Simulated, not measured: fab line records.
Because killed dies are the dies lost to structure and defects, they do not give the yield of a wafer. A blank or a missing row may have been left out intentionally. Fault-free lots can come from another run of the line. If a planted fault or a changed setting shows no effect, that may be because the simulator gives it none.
Matching of chambers -- flow sky130 -- SKY_FIELD_ISO_ETCH_17 on rieSi-01: 4 sister chambers
The step etches Si in HBr/Cl2/O2, target depth 342 nm, time 97.7 s. 4 wafers are shown with their chamber, then 12 later ones without.

EACH WAFER AND ITS CHAMBER
wafer,chamber,drypumpMotorCurrentA (A)
L084.1,2,6.5
L088.1,1,6.4
L090.4,0,6.1
L090.5,3,6.2

WAFERS WITH NO CHAMBER GIVEN
wafer,drypumpMotorCurrentA (A)
L091.2,6.5
L091.3,6.1
L091.4,6.1
L093.2,6.5
L093.5,6.3
L093.6,6.5
L096.2,6.5
L096.3,6.1
L096.4,6.1
L097.1,6.4
L097.2,6.5
L097.4,6.1

WHICH CHAMBER EACH ONE RAN IN
wafer,from the rows above,in truth
L091.2,2,2
L091.3,0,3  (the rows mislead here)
L091.4,0,0
L093.2,2,2
L093.5,can't be placed: 3 or 1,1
L093.6,2,2
L096.2,2,2
L096.3,0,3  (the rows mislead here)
L096.4,0,0
L097.1,1,1
L097.2,2,2
L097.4,0,0
Correct placement for 9 of the 12. Cannot be placed on the basis of these rows: 1; the candidates contain the true chamber in 1. Wrongly placed: 2.
How it was worked out, from the rows above alone: a wafer's distance from a chamber is the root of the sum, over the readings, of the square of ((its reading less the chamber's mean) divided by the reading's scatter). If the next closest chamber is less than 2 further off than the closest, the wafer can't be placed; otherwise it belongs to the closest. The mean given for a chamber averages the wafers shown for that chamber. The scatter: root of mean squared gap, hidden wafer to nearest shown wafer, with one shown wafer a chamber.
